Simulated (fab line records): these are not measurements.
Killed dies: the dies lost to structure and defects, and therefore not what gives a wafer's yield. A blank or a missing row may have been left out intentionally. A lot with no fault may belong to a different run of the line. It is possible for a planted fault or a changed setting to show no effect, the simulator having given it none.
Which tool was responsible? / flow sfq line / 14 lots, 42 wafers sampled, at 6 steps of a route of 325

## WHAT THE GAUGES SHOWED, per wafer
Not one reading of a measure or inspect step in the record can be checked against a usual standard deviation.

## WHICH TOOL RAN EACH LOT (tool, then ch and the chambers of the sampled wafers, then the start)
lot=L120; SFQ_TRILAYER_M0_BARC_OPEN_METAL_ETCH_031=rie metal-01 ch 0,1, day 9 00:31; SFQ_TRILAYER_I0_CMP_CMP_028=cmp-01 ch 0,1, day 9 08:32; SFQ_TRILAYER_I0_METRO_MEASURE_029=film metro-03, day 9 11:52; SFQ_TRILAYER_I0_VIA_BARC_OPEN_VIA_ETCH_046=rie diel-01 ch 1,3, day 11 04:44; SFQ_TRILAYER_I0_VIA_ETCH_VIA_ETCH_034=rie diel-01 ch 1,3, day 11 04:46; SFQ_TRILAYER_I1_DEP_PECVD_045=pecvd-03 ch 1,2, day 13 16:29
lot=L123; SFQ_TRILAYER_M0_BARC_OPEN_METAL_ETCH_031=rie metal-02 ch 0, day 9 19:43; SFQ_TRILAYER_I0_CMP_CMP_028=cmp-01 ch 0,1, day 10 06:02; SFQ_TRILAYER_I0_METRO_MEASURE_029=film metro-04, day 10 08:40; SFQ_TRILAYER_I0_VIA_BARC_OPEN_VIA_ETCH_046=rie diel-01 ch 0,2, day 12 19:22; SFQ_TRILAYER_I0_VIA_ETCH_VIA_ETCH_034=rie diel-01 ch 0,2, day 12 19:24; SFQ_TRILAYER_I1_DEP_PECVD_045=pecvd-03 ch 0,2, day 15 09:11
lot=L124; SFQ_TRILAYER_M0_BARC_OPEN_METAL_ETCH_031=rie metal-01 ch 0, day 10 00:19; SFQ_TRILAYER_I0_CMP_CMP_028=cmp-01 ch 0,1,3, day 10 09:32; SFQ_TRILAYER_I0_METRO_MEASURE_029=film metro-01, day 10 11:40; SFQ_TRILAYER_I0_VIA_BARC_OPEN_VIA_ETCH_046=rie diel-04 ch 0,1, day 12 21:31; SFQ_TRILAYER_I0_VIA_ETCH_VIA_ETCH_034=rie diel-04 ch 0,1, day 12 21:34; SFQ_TRILAYER_I1_DEP_PECVD_045=pecvd-04 ch 0,1,2, day 15 11:35
lot=L125; SFQ_TRILAYER_M0_BARC_OPEN_METAL_ETCH_031=rie metal-02 ch 0,1, day 10 05:08; SFQ_TRILAYER_I0_CMP_CMP_028=cmp-02 ch 1,2,3, day 10 14:14; SFQ_TRILAYER_I0_METRO_MEASURE_029=film metro-04, day 10 16:46; SFQ_TRILAYER_I0_VIA_BARC_OPEN_VIA_ETCH_046=rie diel-03 ch 2,3, day 13 03:46; SFQ_TRILAYER_I0_VIA_ETCH_VIA_ETCH_034=rie diel-03 ch 2,3, day 13 03:48; SFQ_TRILAYER_I1_DEP_PECVD_045=pecvd-04 ch 0,1,2, day 15 19:59
lot=L127; SFQ_TRILAYER_M0_BARC_OPEN_METAL_ETCH_031=rie metal-01 ch 0,1, day 10 15:55; SFQ_TRILAYER_I0_CMP_CMP_028=cmp-02 ch 0,1,3, day 11 05:14; SFQ_TRILAYER_I0_METRO_MEASURE_029=film metro-04, day 11 07:22; SFQ_TRILAYER_I0_VIA_BARC_OPEN_VIA_ETCH_046=rie diel-04 ch 1,3, day 13 21:31; SFQ_TRILAYER_I0_VIA_ETCH_VIA_ETCH_034=rie diel-04 ch 1,3, day 13 21:34; SFQ_TRILAYER_I1_DEP_PECVD_045=pecvd-01 ch 0,1, day 16 15:11
lot=L128; SFQ_TRILAYER_M0_BARC_OPEN_METAL_ETCH_031=rie metal-01 ch 0,1, day 11 02:44; SFQ_TRILAYER_I0_CMP_CMP_028=cmp-02 ch 0,3, day 11 13:44; SFQ_TRILAYER_I0_METRO_MEASURE_029=film metro-03, day 11 16:46; SFQ_TRILAYER_I0_VIA_BARC_OPEN_VIA_ETCH_046=rie diel-04 ch 0,1,2, day 14 02:19; SFQ_TRILAYER_I0_VIA_ETCH_VIA_ETCH_034=rie diel-04 ch 0,1,2, day 14 02:22; SFQ_TRILAYER_I1_DEP_PECVD_045=pecvd-04 ch 1,2, day 16 20:44
lot=L129; SFQ_TRILAYER_M0_BARC_OPEN_METAL_ETCH_031=rie metal-02 ch 0,1, day 11 08:43; SFQ_TRILAYER_I0_CMP_CMP_028=cmp-01 ch 0,3, day 11 19:02; SFQ_TRILAYER_I0_METRO_MEASURE_029=film metro-01, day 11 21:40; SFQ_TRILAYER_I0_VIA_BARC_OPEN_VIA_ETCH_046=rie diel-03 ch 0,3, day 14 07:07; SFQ_TRILAYER_I0_VIA_ETCH_VIA_ETCH_034=rie diel-03 ch 0,3, day 14 07:10; SFQ_TRILAYER_I1_DEP_PECVD_045=pecvd-01 ch 0,2, day 17 02:44
lot=L130; SFQ_TRILAYER_M0_BARC_OPEN_METAL_ETCH_031=rie metal-02 ch 0,1, day 11 14:43; SFQ_TRILAYER_I0_CMP_CMP_028=cmp-01 ch 2,3, day 11 21:32; SFQ_TRILAYER_I0_METRO_MEASURE_029=film metro-01, day 12 00:52; SFQ_TRILAYER_I0_VIA_BARC_OPEN_VIA_ETCH_046=rie diel-03 ch 1,2, day 14 10:43; SFQ_TRILAYER_I0_VIA_ETCH_VIA_ETCH_034=rie diel-03 ch 1,2, day 14 10:46; SFQ_TRILAYER_I1_DEP_PECVD_045=pecvd-03 ch 1,2, day 17 07:32
lot=L131; SFQ_TRILAYER_M0_BARC_OPEN_METAL_ETCH_031=rie metal-01 ch 0,1, day 11 19:31; SFQ_TRILAYER_I0_CMP_CMP_028=cmp-02 ch 2,3, day 11 22:14; SFQ_TRILAYER_I0_METRO_MEASURE_029=film metro-03, day 12 01:34; SFQ_TRILAYER_I0_VIA_BARC_OPEN_VIA_ETCH_046=rie diel-04 ch 2,3, day 14 11:55; SFQ_TRILAYER_I0_VIA_ETCH_VIA_ETCH_034=rie diel-04 ch 2,3, day 14 11:58; SFQ_TRILAYER_I1_DEP_PECVD_045=pecvd-01 ch 0,1, day 17 09:56
lot=L133; SFQ_TRILAYER_M0_BARC_OPEN_METAL_ETCH_031=rie metal-02 ch 0,1, day 12 08:17; SFQ_TRILAYER_I0_CMP_CMP_028=cmp-01 ch 0,2,3, day 12 15:32; SFQ_TRILAYER_I0_METRO_MEASURE_029=film metro-04, day 12 19:04; SFQ_TRILAYER_I0_VIA_BARC_OPEN_VIA_ETCH_046=rie diel-04 ch 0,1, day 15 07:01; SFQ_TRILAYER_I0_VIA_ETCH_VIA_ETCH_034=rie diel-04 ch 0,1, day 15 07:04; SFQ_TRILAYER_I1_DEP_PECVD_045=pecvd-01 ch 0,1,2, day 18 05:08
lot=L135; SFQ_TRILAYER_M0_BARC_OPEN_METAL_ETCH_031=rie metal-04 ch 0,1, day 12 23:52; SFQ_TRILAYER_I0_CMP_CMP_028=cmp-01 ch 0,1,2, day 13 03:32; SFQ_TRILAYER_I0_METRO_MEASURE_029=film metro-04, day 13 06:40; SFQ_TRILAYER_I0_VIA_BARC_OPEN_VIA_ETCH_046=rie diel-01 ch 0,1,2, day 15 21:25; SFQ_TRILAYER_I0_VIA_ETCH_VIA_ETCH_034=rie diel-01 ch 0,1,2, day 15 21:28; SFQ_TRILAYER_I1_DEP_PECVD_045=pecvd-03 ch 0,1,2, day 18 21:56
lot=L136; SFQ_TRILAYER_M0_BARC_OPEN_METAL_ETCH_031=rie metal-01 ch 0,1, day 13 08:16; SFQ_TRILAYER_I0_CMP_CMP_028=cmp-01 ch 0,2,3, day 13 10:02; SFQ_TRILAYER_I0_METRO_MEASURE_029=film metro-04, day 13 12:40; SFQ_TRILAYER_I0_VIA_BARC_OPEN_VIA_ETCH_046=rie diel-03 ch 0,2,3, day 16 04:37; SFQ_TRILAYER_I0_VIA_ETCH_VIA_ETCH_034=rie diel-03 ch 0,2,3, day 16 04:40; SFQ_TRILAYER_I1_DEP_PECVD_045=pecvd-04 ch 0,1, day 19 06:20
lot=L139; SFQ_TRILAYER_M0_BARC_OPEN_METAL_ETCH_031=rie metal-02 ch 0,1, day 14 02:16; SFQ_TRILAYER_I0_CMP_CMP_028=cmp-02 ch 1,2,3, day 14 04:58; SFQ_TRILAYER_I0_METRO_MEASURE_029=film metro-03, day 14 08:05; SFQ_TRILAYER_I0_VIA_BARC_OPEN_VIA_ETCH_046=rie diel-01 ch 0,1, day 17 02:58; SFQ_TRILAYER_I0_VIA_ETCH_VIA_ETCH_034=rie diel-01 ch 0,1, day 17 03:01; SFQ_TRILAYER_I1_DEP_PECVD_045=pecvd-03 ch 0,1,2, day 20 03:56
lot=L141; SFQ_TRILAYER_M0_BARC_OPEN_METAL_ETCH_031=rie metal-02 ch 0,1, day 14 09:35; SFQ_TRILAYER_I0_CMP_CMP_028=cmp-02 ch 0,2, day 14 11:28; SFQ_TRILAYER_I0_METRO_MEASURE_029=film metro-04, day 14 14:29; SFQ_TRILAYER_I0_VIA_BARC_OPEN_VIA_ETCH_046=rie diel-04 ch 0,3, day 17 11:22; SFQ_TRILAYER_I0_VIA_ETCH_VIA_ETCH_034=rie diel-04 ch 0,3, day 17 11:25; SFQ_TRILAYER_I1_DEP_PECVD_045=pecvd-03 ch 0,1,2, day 20 21:02
- SFQ_TRILAYER_M0_BARC_OPEN_METAL_ETCH_031: etches BARC in O2, target depth 125 nm, time 41.7 s.
- SFQ_TRILAYER_I0_CMP_CMP_028: polishes SiO2.
- SFQ_TRILAYER_I0_METRO_MEASURE_029
- SFQ_TRILAYER_I0_VIA_BARC_OPEN_VIA_ETCH_046: etches BARC in O2, target depth 125 nm, time 41.7 s.
- SFQ_TRILAYER_I0_VIA_ETCH_VIA_ETCH_034: etches SiO2 in CHF3, stops on Nb, target depth 260 nm.
- SFQ_TRILAYER_I1_DEP_PECVD_045: deposits SiO2 from SiH4/N2O, time 111.11 s, target thk 500 nm.

## AS READ BY THE TOOLS THEMSELVES (means over the sampled wafers that have a number; for cases with no such wafer, the mark the record gives instead)
SFQ_TRILAYER_M0_BARC_OPEN_METAL_ETCH_031.
lot=L120; tool=rie metal-01; bias w (W)=80.24; drypump motor current A (A)=6.30; oes product au (a.u.)=0.685
lot=L123; tool=rie metal-02; bias w (W)=79.99; drypump motor current A (A)=5.57; oes product au (a.u.)=0.683
lot=L124; tool=rie metal-01; bias w (W)=80.28; drypump motor current A (A)=6.21; oes product au (a.u.)=0.681
lot=L125; tool=rie metal-02; bias w (W)=80.33; drypump motor current A (A)=5.70; oes product au (a.u.)=0.683
lot=L127; tool=rie metal-01; bias w (W)=79.90; drypump motor current A (A)=6.29; oes product au (a.u.)=0.682
lot=L128; tool=rie metal-01; bias w (W)=79.90; drypump motor current A (A)=6.29; oes product au (a.u.)=0.689
lot=L129; tool=rie metal-02; bias w (W)=79.92; drypump motor current A (A)=5.70; oes product au (a.u.)=0.686
lot=L130; tool=rie metal-02; bias w (W)=80.22; drypump motor current A (A)=5.69; oes product au (a.u.)=0.686
lot=L131; tool=rie metal-01; bias w (W)=80.05; drypump motor current A (A)=6.26; oes product au (a.u.)=0.687
lot=L133; tool=rie metal-02; bias w (W)=80.00; drypump motor current A (A)=5.69; oes product au (a.u.)=0.684
lot=L135; tool=rie metal-04; bias w (W)=79.85; drypump motor current A (A)=5.91; oes product au (a.u.)=0.690
lot=L136; tool=rie metal-01; bias w (W)=79.96; drypump motor current A (A)=6.25; oes product au (a.u.)=0.693
lot=L139; tool=rie metal-02; bias w (W)=79.92; drypump motor current A (A)=5.72; oes product au (a.u.)=0.689
lot=L141; tool=rie metal-02; bias w (W)=80.08; drypump motor current A (A)=5.63; oes product au (a.u.)=0.685

SFQ_TRILAYER_I0_CMP_CMP_028.
lot=L120; tool=cmp-01; motor current A (A)=12.0; retaining ring pressure frac=1.001; time to endpoint s (s)=208
lot=L123; tool=cmp-01; motor current A (A)=11.4; retaining ring pressure frac=0.997; time to endpoint s (s)=210
lot=L124; tool=cmp-01; motor current A (A)=11.6; retaining ring pressure frac=0.999; time to endpoint s (s)=216
lot=L125; tool=cmp-02; motor current A (A)=10.0; retaining ring pressure frac=0.999; time to endpoint s (s)=212
lot=L127; tool=cmp-02; motor current A (A)=10.1; retaining ring pressure frac=0.999; time to endpoint s (s)=214
lot=L128; tool=cmp-02; motor current A (A)=10.4; retaining ring pressure frac=0.999; time to endpoint s (s)=206
lot=L129; tool=cmp-01; motor current A (A)=11.0; retaining ring pressure frac=1.004; time to endpoint s (s)=219
lot=L130; tool=cmp-01; motor current A (A)=11.1; retaining ring pressure frac=1.003; time to endpoint s (s)=212
lot=L131; tool=cmp-02; motor current A (A)=10.6; retaining ring pressure frac=0.993; time to endpoint s (s)=208
lot=L133; tool=cmp-01; motor current A (A)=10.6; retaining ring pressure frac=1.001; time to endpoint s (s)=221
lot=L135; tool=cmp-01; motor current A (A)=11.3; retaining ring pressure frac=1.002; time to endpoint s (s)=240
lot=L136; tool=cmp-01; motor current A (A)=10.9; retaining ring pressure frac=1.000; time to endpoint s (s)=228
lot=L139; tool=cmp-02; motor current A (A)=10.0; retaining ring pressure frac=1.001; time to endpoint s (s)=202
lot=L141; tool=cmp-02; motor current A (A)=9.8; retaining ring pressure frac=1.002; time to endpoint s (s)=212

SFQ_TRILAYER_I0_METRO_MEASURE_029.
lot=L120; tool=film metro-03; thk nm (nm)=201.2
lot=L123; tool=film metro-04; thk nm (nm)=199.7
lot=L124; tool=film metro-01; thk nm (nm)=200.2
lot=L125; tool=film metro-04; thk nm (nm)=198.2
lot=L127; tool=film metro-04; thk nm (nm)=200.2
lot=L128; tool=film metro-03; thk nm (nm)=198.6
lot=L129; tool=film metro-01; thk nm (nm)=200.9
lot=L130; tool=film metro-01; thk nm (nm)=199.1
lot=L131; tool=film metro-03; thk nm (nm)=197.1
lot=L133; tool=film metro-04; thk nm (nm)=199.6
lot=L135; tool=film metro-04; thk nm (nm)=236.4
lot=L136; tool=film metro-04; thk nm (nm)=234.1
lot=L139; tool=film metro-03; thk nm (nm)=199.3
lot=L141; tool=film metro-04; thk nm (nm)=199.7

SFQ_TRILAYER_I0_VIA_BARC_OPEN_VIA_ETCH_046.
lot=L120; tool=rie diel-01; bias w (W)=80.00; drypump motor current A (A)=6.0; oes product au (a.u.)=0.683
lot=L123; tool=rie diel-01; bias w (W)=79.87; drypump motor current A (A)=5.8; oes product au (a.u.)=0.688
lot=L124; tool=rie diel-04; bias w (W)=79.87; drypump motor current A (A)=6.0; oes product au (a.u.)=0.688
lot=L125; tool=rie diel-03; bias w (W)=80.04; drypump motor current A (A)=5.8; oes product au (a.u.)=0.685
lot=L127; tool=rie diel-04; bias w (W)=79.72; drypump motor current A (A)=5.7; oes product au (a.u.)=0.683
lot=L128; tool=rie diel-04; bias w (W)=79.96; drypump motor current A (A)=6.2; oes product au (a.u.)=0.682
lot=L129; tool=rie diel-03; bias w (W)=80.04; drypump motor current A (A)=5.4; oes product au (a.u.)=0.683
lot=L130; tool=rie diel-03; bias w (W)=80.15; drypump motor current A (A)=6.3; oes product au (a.u.)=0.691
lot=L131; tool=rie diel-04; bias w (W)=79.90; drypump motor current A (A)=6.0; oes product au (a.u.)=0.684
lot=L133; tool=rie diel-04; bias w (W)=80.07; drypump motor current A (A)=6.0; oes product au (a.u.)=0.689
lot=L135; tool=rie diel-01; bias w (W)=79.81; drypump motor current A (A)=5.7; oes product au (a.u.)=0.684
lot=L136; tool=rie diel-03; bias w (W)=80.02; drypump motor current A (A)=5.8; oes product au (a.u.)=0.686
lot=L139; tool=rie diel-01; bias w (W)=80.05; drypump motor current A (A)=5.3; oes product au (a.u.)=0.691
lot=L141; tool=rie diel-04; bias w (W)=79.94; drypump motor current A (A)=5.9; oes product au (a.u.)=0.690

SFQ_TRILAYER_I0_VIA_ETCH_VIA_ETCH_034.
lot=L120; tool=rie diel-01; bias w (W)=80.23; drypump motor current A (A)=6.0; oes product au (a.u.)=0.859
lot=L123; tool=rie diel-01; bias w (W)=79.85; drypump motor current A (A)=5.8; oes product au (a.u.)=0.855
lot=L124; tool=rie diel-04; bias w (W)=79.81; drypump motor current A (A)=6.0; oes product au (a.u.)=0.855
lot=L125; tool=rie diel-03; bias w (W)=79.93; drypump motor current A (A)=5.8; oes product au (a.u.)=0.853
lot=L127; tool=rie diel-04; bias w (W)=80.00; drypump motor current A (A)=5.6; oes product au (a.u.)=0.857
lot=L128; tool=rie diel-04; bias w (W)=79.78; drypump motor current A (A)=6.2; oes product au (a.u.)=0.852
lot=L129; tool=rie diel-03; bias w (W)=80.01; drypump motor current A (A)=5.3; oes product au (a.u.)=0.857
lot=L130; tool=rie diel-03; bias w (W)=79.87; drypump motor current A (A)=6.3; oes product au (a.u.)=0.852
lot=L131; tool=rie diel-04; bias w (W)=80.19; drypump motor current A (A)=6.1; oes product au (a.u.)=0.847
lot=L133; tool=rie diel-04; bias w (W)=79.79; drypump motor current A (A)=6.0; oes product au (a.u.)=0.855
lot=L135; tool=rie diel-01; bias w (W)=80.00; drypump motor current A (A)=5.7; oes product au (a.u.)=0.910
lot=L136; tool=rie diel-03; bias w (W)=79.99; drypump motor current A (A)=5.8; oes product au (a.u.)=0.906
lot=L139; tool=rie diel-01; bias w (W)=79.79; drypump motor current A (A)=5.3; oes product au (a.u.)=0.851
lot=L141; tool=rie diel-04; bias w (W)=80.00; drypump motor current A (A)=5.9; oes product au (a.u.)=0.856

SFQ_TRILAYER_I1_DEP_PECVD_045.
lot=L120; tool=pecvd-03; heater power w (W)=90; throttle valve pct (%)=27.5
lot=L123; tool=pecvd-03; heater power w (W)=74; throttle valve pct (%)=26.9
lot=L124; tool=pecvd-04; heater power w (W)=82; throttle valve pct (%)=25.2
lot=L125; tool=pecvd-04; heater power w (W)=89; throttle valve pct (%)=25.1
lot=L127; tool=pecvd-01; heater power w (W)=78; throttle valve pct (%)=25.2
lot=L128; tool=pecvd-04; heater power w (W)=83; throttle valve pct (%)=24.5
lot=L129; tool=pecvd-01; heater power w (W)=78; throttle valve pct (%)=25.7
lot=L130; tool=pecvd-03; heater power w (W)=80; throttle valve pct (%)=28.0
lot=L131; tool=pecvd-01; heater power w (W)=80; throttle valve pct (%)=25.4
lot=L133; tool=pecvd-01; heater power w (W)=78; throttle valve pct (%)=25.1
lot=L135; tool=pecvd-03; heater power w (W)=88; throttle valve pct (%)=26.4
lot=L136; tool=pecvd-04; heater power w (W)=76; throttle valve pct (%)=24.9
lot=L139; tool=pecvd-03; heater power w (W)=84; throttle valve pct (%)=26.3
lot=L141; tool=pecvd-03; heater power w (W)=84; throttle valve pct (%)=26.5

## THE ANSWER, worked out from the rows above alone
Rule: usual is defined by the lots themselves. Put in order of their means at a reading, lots are off if they are a third of the lots or fewer, leave a main group of 4 or more, and stand apart from it by a gap of 3 or more times the standard deviation of the main group's means; of several such gaps the widest counts. A main group whose means are all the same, to the digits that the tables above print for the reading, isn't used. Also off: a lot with no number at a reading for which 4 or more lots have one. The other lots that the step has rows for count as sound. Order of review: gauges by route order, followed by the tools' own readings, for which a lot's mean as printed above is used. At the first step where some lot is off, the reading lying furthest off is the one used; lots without a number count as furthest.
Off: L135, L136, at SFQ_TRILAYER_I0_METRO_MEASURE_029 (thk nm). Mean 199.5 nm and standard deviation 1.1 in the main group.
If a tool, at that step or one of the process steps before it, ran each lot that is off and ran no sound lot following the first of them, it fits. One candidate fits, namely cmp-01 at SFQ_TRILAYER_I0_CMP_CMP_028. Its last sound lot is L133 (day 12 15:32), its first lot that is off L135 (day 13 03:32): a fault that began between those two fits.

## WHAT HAD BEEN PUT IN BY THE SIMULATOR
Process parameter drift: cmp-01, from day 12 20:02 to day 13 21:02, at SFQ_TRILAYER_I0_CMP_CMP_028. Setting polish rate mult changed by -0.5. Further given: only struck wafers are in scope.
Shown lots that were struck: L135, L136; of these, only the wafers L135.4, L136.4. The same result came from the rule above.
